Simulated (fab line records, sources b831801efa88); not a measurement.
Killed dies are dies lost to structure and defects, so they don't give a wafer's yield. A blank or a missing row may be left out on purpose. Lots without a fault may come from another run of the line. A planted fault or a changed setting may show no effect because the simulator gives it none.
fab line records | flow sky130
record lots=6 wafers=18 last_day=49
route steps=708 shown LDD_P@263 LDD_HVN@267
lots that met no fault: from a run of the same line without faults
start_h: hours from the record's first day to the start of the lot's first wafer shown | wait_h: hours since the lot's step before | " the same as in the row above | L1.1+2: a row that stands for several wafers | - no value, or no start given | * or withheld: withheld | < > ~ a bound
route shown NAME@n: a module of which the file shows steps, and the number in the route of the first | usual: mean/standard deviation of fault-free wafers | same: alike in all rows | chamber/n: place in a boat | sites: the reading at each site | _std_site: their standard deviation | _edge_site: outer sites' mean less inner sites' | radius_mm: how far each site lies from the wafer's centre | mask NAME#n: copy n | behind: the tool/chamber that last shaped the wafer | hold: why the lot was held/for how many hours/how that ended | device: the transistor (n, p or np) that didn't switch | end of line: the same wafers' tests at the end of the route | a step without rows: its recipe alone | killed: dies lost to structure and defects at the first sort, not the wafer's yield | map: a wafer's dies, x killed, . not, _ none there
set.NAME: the setting as run; set.NAME@STEP: as run at that earlier step | model.NAME: the simulator's own value behind a step, which no gauge read
lots at some steps of the route; a table a step, a row a wafer
services: from which hour (start_h, from the record's first day; less than 0 if before it) a tool's chamber was out of use, for how many hours, and why
## steps
# step SKY_LDD_P_OVL_MEAS_08
# usual LDD_P_OVL=-0.4/1.4
# columns lot.wafer tool chamber start_h wait_h LDD_P_OVL[nm]
L782.1 overlay-02 - 472.32 0.1 -0.8
L782.3 " - " " -1.5
L782.4 " - " " -0.2
L787.2 overlay-02 - 519.59 0.1 2.3
L787.3 " - " " 1.4
L787.5 " - " " 2.0
L788.3 overlay-02 - 525.04 0.1 -2.4
L788.5 " - " " -1.7
L788.6 " - " " -1.4
L794.2 overlay-02 - 575.92 0.1 -0.7
L794.3 " - " " 0.0
L794.6 " - " " 0.5
L795.3 overlay-01 - 581.13 0.1 -3.7
L795.5 " - " " -3.7
L795.6 " - " " -4.6
L798.4 overlay-02 - 606.93 0.1 0.7
L798.5 " - " " 1.3
L798.6 " - " " 2.2
# step SKY_LDD_P_IMPLANT_09
# recipe species=BF2 energy_kev=25 dose_cm2=1e+13 tilt_deg=withheld
# step SKY_LDD_P_STRIP_10
# recipe chemistry=O2/N2 power_w=1400 pressure_mtorr=1500 platen_temp_c=withheld o2_flow_sccm=3000 n2_flow_sccm=300 overash_fraction=0.5
# usual drypump_motor_current_A=5.5/0.56 oes_product_au=0.716/0.0045 strip_time_to_endpoint_s=14.35/0.037
# columns lot.wafer tool chamber start_h wait_h drypump_motor_current_A oes_product_au rf_hours_counter_h strip_time_to_endpoint_s
L782.1 plasma_asher-01 1 472.50 0.1 5.5 0.706 4 14.36
L782.3 " 0 " " 5.0 0.718 - 14.39
L782.4 " 1 " " 5.5 0.715 - 14.33
L787.2 plasma_asher-03 0 519.77 0.1 5.7 0.714 40 14.33
L787.3 " 1 " " 4.7 0.729 - 14.36
L787.5 " 0 " " 5.7 0.717 - 14.37
L788.3 plasma_asher-03 1 525.25 0.1 4.7 0.715 - 14.39
L788.5 " 0 " " 5.7 0.723 - 14.32
L788.6 " 1 " " 4.7 0.709 - 14.35
L794.2 plasma_asher-03 0 576.10 0.1 5.7 0.715 46 14.31
L794.3 " 1 " " 4.7 0.718 - 14.29
L794.6 " 1 " " 4.7 0.713 - 14.31
L795.3 plasma_asher-04 0 581.48 0.2 6.3 0.718 - 14.33
L795.5 " 0 " " 6.3 0.717 - 14.36
L795.6 " 1 " " 5.5 0.709 - 14.39
L798.4 plasma_asher-04 0 607.13 0.1 6.3 0.714 - 14.36
L798.5 " 1 " " 5.5 0.715 - 14.35
L798.6 " 0 " " 6.3 0.716 - 14.36
# step SKY_LDD_P_TW_MEAS_11
# usual LDD_P_TW=637/7.4
# columns lot.wafer tool chamber start_h wait_h LDD_P_TW
L782.1 film_metro-03 - 472.60 0.1 634
L782.3 " - " " 635
L782.4 " - " " 634
L787.2 film_metro-01 - 519.88 0.1 635
L787.3 " - " " 634
L787.5 " - " " 634
L788.3 film_metro-01 - 525.34 0.1 635
L788.5 " - " " 636
L788.6 " - " " 634
L794.2 film_metro-01 - 576.21 0.1 634
L794.3 " - " " 635
L794.6 " - " " 635
L795.3 film_metro-01 - 581.57 0.1 631
L795.5 " - " " 633
L795.6 " - " " 629
L798.4 film_metro-01 - 607.23 0.1 636
L798.5 " - " " 636
L798.6 " - " " 633
# step SKY_LDD_HVN_DEHYDRATE_00
# recipe temp_c=200 time_s=60
# step SKY_LDD_HVN_HMDS_01
# recipe prime_time_s=60 prime_temp_c=120
# step SKY_LDD_HVN_COAT_02
# recipe resist=NOVOLAK spin_rpm=3000 resist_thk_nm=300
# step SKY_LDD_HVN_SOFTBAKE_03
# recipe temp_c=90 time_s=60 resist=NOVOLAK
# step SKY_LDD_HVN_EXPOSE_04
# recipe mask_id=HVNTM na=0.6 source_shape=conventional sigma_outer=0.6 polarization=unpolarized target_cd_nm=700 dose_mj=127
# step SKY_LDD_HVN_PEB_05
# recipe temp_c=withheld time_s=* resist=NOVOLAK
# step SKY_LDD_HVN_DEVELOP_06
# recipe resist=NOVOLAK developer=TMAH develop_time_s=60 dev_temp_c=23
# step SKY_LDD_HVN_OVL_MEAS_07
# usual LDD_HVN_OVL=0.3/1.5
# columns lot.wafer tool chamber start_h wait_h LDD_HVN_OVL[nm]
L782.1 overlay-01 - 503.21 0.1 0.7
L782.3 " - " " -0.6
L782.4 " - " " -0.1
L787.2 overlay-02 - 549.67 0.1 -0.1
L787.3 " - " " -0.8
L787.5 " - " " 0.0
L788.3 overlay-01 - 554.97 0.1 -1.6
L788.5 " - " " -3.2
L788.6 " - " " -2.9
L794.2 overlay-02 - 604.97 0.1 1.3
L794.3 " - " " 0.4
L794.6 " - " " 0.5
L795.3 overlay-01 - 610.27 0.1 1.7
L795.5 " - " " 1.5
L795.6 " - " " 1.2
L798.4 overlay-02 - 636.73 0.1 2.4
L798.5 " - " " 2.4
L798.6 " - " " 0.6
# step SKY_LDD_HVN_IMPLANT_08
# recipe species=P energy_kev=60 dose_cm2=3e+13 tilt_deg=40
# usual beam_energy_keV=59.999/0.02 beam_on_s=9.99/0.2
# columns lot.wafer tool chamber start_h wait_h beam_energy_keV beam_on_s
L782.1 implanter-02 0 503.25 0.0 59.956 10.09
L782.3 " 0 " " 59.969 10.29
L782.4 " 0 " " 60.006 9.67
L787.2 implanter-04 - 549.72 0.0 - -
L787.3 " - " " - -
L787.5 " - " " - -
L788.3 implanter-01 - 555.05 0.1 - -
L788.5 " - " " - -
L788.6 " - " " - -
L794.2 implanter-02 0 605.02 0.0 60.012 10.28
L794.3 " 0 " " 59.989 10.20
L794.6 " 0 " " 59.983 9.72
L795.3 implanter-01 0 610.35 0.1 60.001 10.16
L795.5 " 0 " " 59.981 10.35
L795.6 " 0 " " 59.980 10.07
L798.4 implanter-02 0 636.82 0.1 60.029 9.99
L798.5 " 0 " " 60.020 9.87
L798.6 " 0 " " 60.011 9.84
# step SKY_LDD_HVN_STRIP_09
# recipe chemistry=O2/N2 power_w=1400 pressure_mtorr=1500 platen_temp_c=withheld o2_flow_sccm=3000 n2_flow_sccm=300 overash_fraction=0.5
# usual drypump_motor_current_A=5.5/0.5 oes_product_au=0.409/0.0048 strip_time_to_endpoint_s=4.133/0.016
# columns lot.wafer tool chamber start_h wait_h drypump_motor_current_A oes_product_au rf_hours_counter_h strip_time_to_endpoint_s
L782.1 plasma_asher-02 1 503.40 0.1 5.8 0.405 84 4.109
L782.3 " 0 " " 6.2 0.414 - 4.099
L782.4 " 1 " " 5.8 0.403 - 4.090
L787.2 plasma_asher-01 1 549.85 0.1 5.5 0.417 12 4.154
L787.3 " 0 " " 4.9 0.412 - 4.150
L787.5 " 0 " " 4.9 0.419 - 4.149
L788.3 plasma_asher-01 1 555.18 0.1 5.5 0.414 - 4.137
L788.5 " 0 " " 4.9 0.408 - 4.119
L788.6 " 1 " " 5.5 0.409 - 4.141
L794.2 plasma_asher-01 0 605.15 0.1 4.9 0.416 17 4.135
L794.3 " 1 " " 5.5 0.411 - 4.157
L794.6 " 0 " " 5.0 0.409 - 4.139
L795.3 plasma_asher-01 0 610.48 0.1 5.0 0.411 - 4.134
L795.5 " 0 " " 5.0 0.403 - 4.121
L795.6 " 1 " " 5.5 0.412 - 4.119
L798.4 plasma_asher-03 0 636.93 0.1 5.7 0.416 - 4.164
L798.5 " 0 " " 5.7 0.407 - 4.140
L798.6 " 1 " " 4.7 0.417 - 4.150
# step SKY_LDD_HVN_TW_MEAS_10
# usual LDD_HVN_TW=1450/16
# columns lot.wafer tool chamber start_h wait_h LDD_HVN_TW
L782.1 film_metro-02 - 503.50 0.1 1466
L782.3 " - " " 1469
L782.4 " - " " 1473
L787.2 film_metro-02 - 549.96 0.1 31
L787.3 " - " " 31
L787.5 " - " " 31
L788.3 film_metro-04 - 555.27 0.1 30
L788.5 " - " " 30
L788.6 " - " " 30
L794.2 film_metro-04 - 605.26 0.1 1445
L794.3 " - " " 1446
L794.6 " - " " 1448
L795.3 film_metro-01 - 610.57 0.1 1426
L795.5 " - " " 1426
L795.6 " - " " 1429
L798.4 film_metro-01 - 637.03 0.1 1430
L798.5 " - " " 1429
L798.6 " - " " 1435
## services
# columns tool chamber start_h hours kind
plasma_asher-03 - 463.79 1.7 repair
implanter-04 - 469.93 3.1 repair
plasma_asher-03 - 471.92 1.0 repair
plasma_asher-04 - 490.14 3.5 repair
implanter-01 - 492.68 4.7 pm
plasma_asher-03 - 496.46 1.6 repair
plasma_asher-01 - 518.74 0.4 repair
implanter-01 - 535.63 1.9 repair
implanter-02 - 583.38 4.0 repair
implanter-04 - 603.14 106.0 repair
implanter-04 - 615.16 3.0 repair
## key
first_sign step=SKY_LDD_HVN_IMPLANT_08 reading=tool_record direction=missing
effect step=SKY_LDD_HVN_TW_MEAS_10 reading=LDD_HVN_TW direction=down sigmas=86 usual=1450 struck=30
met_at SKY_LDD_HVN_IMPLANT_08
struck_wafers L787.2,L787.3,L787.5,L788.3,L788.5,L788.6
later_rows_left_out L787.2,L787.3,L787.5,L788.3,L788.5,L788.6
sort_left_out L787.2,L787.3,L787.5,L788.3,L788.5,L788.6
tester_left_out L787,L788
fault kind=skipped_step_whole tool=implanter-01,implanter-04 chamber=- onset_h=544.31 steps=SKY_LDD_HVN_IMPLANT_08 scope=struck_lots_only
# tester_left_out: of these lots the tester's yield and bins aren't shown, on N5 and GAA mostly nor the transistor test; their killed dies are dies lost to structure and defects alone, not to doping, threshold or leakage, so they don't give the yield
# sort_left_out: the simulated sort isn't trusted on such a fault, so these wafers' sort isn't shown, and their yield isn't known
# later_rows_left_out: the simulator's readings of these wafers behind a module that went badly wrong aren't trusted and aren't shown, but for the sort
